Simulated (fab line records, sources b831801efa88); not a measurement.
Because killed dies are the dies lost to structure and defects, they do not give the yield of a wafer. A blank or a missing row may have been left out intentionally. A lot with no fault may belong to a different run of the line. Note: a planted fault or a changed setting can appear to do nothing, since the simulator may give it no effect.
Matching of chambers    flow gf180mcu    GF_POLY_GATE_ETCH_13 on rie-si-01 has 4 sister chambers
The step etches poly-Si in HBr/Cl2, stops on SiO2, target depth 198.5 nm, time 69.6 s. 8 wafers are shown with their chamber, then 7 later ones without.

## EACH WAFER AND ITS CHAMBER
wafer   chamber  drypump-motor-current-A (A)  oes-product-au (a.u.)
L371.4  3        6.0                          0.980
L371.6  2        5.6                          0.978
L372.1  3        5.9                          0.990
L372.4  2        5.6                          0.974
L377.4  1        5.3                          1.006
L377.6  0        6.2                          0.991
L380.1  1        5.4                          1.001
L380.3  0        6.2                          0.985

## WAFERS WITH NO CHAMBER GIVEN
wafer   drypump-motor-current-A (A)  oes-product-au (a.u.)
L380.6  5.6                          0.979
L381.1  5.6                          0.989
L381.2  6.2                          0.982
L381.3  5.9                          0.990
L382.3  6.2                          0.995
L382.5  5.6                          0.981
L382.6  6.0                          0.990

## WHICH CHAMBER EACH WENT THROUGH
wafer   from the rows above  in truth
L380.6  2                    2
L381.1  2                    2
L381.2  0                    0
L381.3  3                    3
L382.3  0                    0
L382.5  2                    2
L382.6  3                    3
7 of 7 placed correctly. Can't be placed from these rows: 0. Number placed wrongly: 0.
How it was worked out, from the rows above alone: a wafer's distance from a chamber is the root of the sum, over the readings, of the square of ((its reading less the chamber's mean) divided by the reading's scatter). If the next closest chamber is less than 2 further off than the closest, the wafer can't be placed; otherwise it belongs to the closest. Each chamber's mean is taken over the wafers shown for it. The scatter is the square root of a quotient: the sum, over the shown wafers, of each reading's squared deviation from its chamber's mean, divided by wafers minus chambers.
